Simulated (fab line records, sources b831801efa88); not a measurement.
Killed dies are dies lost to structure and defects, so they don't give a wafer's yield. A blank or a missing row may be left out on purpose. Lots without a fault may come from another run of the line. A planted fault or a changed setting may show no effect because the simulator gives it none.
A struck lot beside a sound one | flow sky130 | 14 steps out of a route of 708
Sound: wafers L118.1, L118.4, L118.6. Struck: wafers L117.1, L117.2, L117.3. The cause comes at the end.
At each step with rows: each side's tool, then ch and its chambers, then its first start. Under that, the readings that differ: sound wafers | struck wafers | difference of the means | sigmas: that difference in standard deviations of wafers without a fault.
alike: readings whose means differ by less than 2 such deviations, and words and numbers that are the same on both sides. not compared: withheld readings, readings that some wafer has no value for, bounds like >300 that may hide the same value, and numbers for which the record gives no deviation and whose values overlap.
The two part at a step that has a row with sigmas, a row that says differs or no value, or rows on one side only. Numbers that don't overlap but have no deviation are shown without sigmas and don't part them. A reading that every wafer of one side lacks parts them only if that side has two wafers or more.

first, 5 steps without rows for these wafers: SKY_FIELD_ISO_WET_ETCH_18 (etches Si3N4 in H3PO4, target depth 25 nm, time 286 s); SKY_FIELD_ISO_CLEAN_19 (cleans in SC1/SC2, time 150 s); SKY_FIELD_ISO_CLEAN_20 (cleans in dHF, time 20 s); SKY_FIELD_ISO_WET_ETCH_21 (etches SiO2 in dHF, target depth 20 nm, time 400 s); SKY_FIELD_ISO_OXIDATION_22 (stabilise 600 s, purge 300 s, target thk 10 nm).
SKY_FIELD_ISO_THK_MEAS_23:
  sound on film_metro-04, day 5 11:26; struck on film_metro-01, day 5 08:31
  alike: FIELD_ISO_OXIDATION_01_THK
then, 1 step without rows for these wafers: SKY_FIELD_ISO_CVD_24 (deposits SiO2, target thk 595 nm, time 99.2 s).
SKY_FIELD_ISO_THK_MEAS_25:
  sound on film_metro-01, day 5 11:36; struck on film_metro-02, day 5 08:41
  alike: FIELD_ISO_CVD_24_THK
then, 1 step without rows for these wafers: SKY_FIELD_ISO_ANNEAL_26 (time 1800 s).
SKY_FIELD_ISO_CMP_27: polishes, stops on Si3N4, t overpolish 16 s, target thk 457.8 nm.
  sound on cmp-02 ch 2,3, day 5 13:22; struck on cmp-01 ch 1,2,3, day 5 10:17
  reading                 | sound             | struck            | difference | sigmas
  edge_zone_pressure_frac | 0.984 1.000 0.990 | 0.995 1.004 1.006 | +0.010     | +2
  alike: motor_current_A, overpolish_run_s, slurry_flow_ml_min, time_to_endpoint_s
then, 2 steps without rows for these wafers: SKY_FIELD_ISO_WET_ETCH_28 (etches SiO2 in dHF, target depth 23.7 nm, time 47 s); SKY_FIELD_ISO_WET_ETCH_29 (etches Si3N4 in H3PO4, target depth 160 nm, time 1825 s).
SKY_FIELD_ISO_WET_ETCH_30: etches SiO2 in dHF, target depth 25 nm, time 50 s.
  sound on wet_bench-02 ch 0, day 5 14:10; struck on wet_bench-03 ch 0, day 5 11:05
  no value came back on the struck wafers for bath_heat_duty_pct (%), run_length_s (s); on the sound wafers bath_heat_duty_pct (%) reads 6.5 6.0 6.0
  reading                                          | sound             | struck            | difference | sigmas
  model.SiO2_of_FIELD_ISO_CVD_24.thk_nm (nm)       | 404.8 405.9 404.7 | 432.7 432 433.3   | +27.5      |
  model.SiO2_of_FIELD_ISO_OXIDATION_01.thk_nm (nm) | 0 0 0             | 11.89 11.68 11.77 | +11.78     |
SKY_PAD_OPEN_PROBE_99:
  the record has rows for the sound wafers here (prober-01, day 48 21:35) and none for the struck ones

WHERE THEY PART
First at SKY_FIELD_ISO_CMP_27; last, within this record, at SKY_PAD_OPEN_PROBE_99.

WHY: what the simulator had put in
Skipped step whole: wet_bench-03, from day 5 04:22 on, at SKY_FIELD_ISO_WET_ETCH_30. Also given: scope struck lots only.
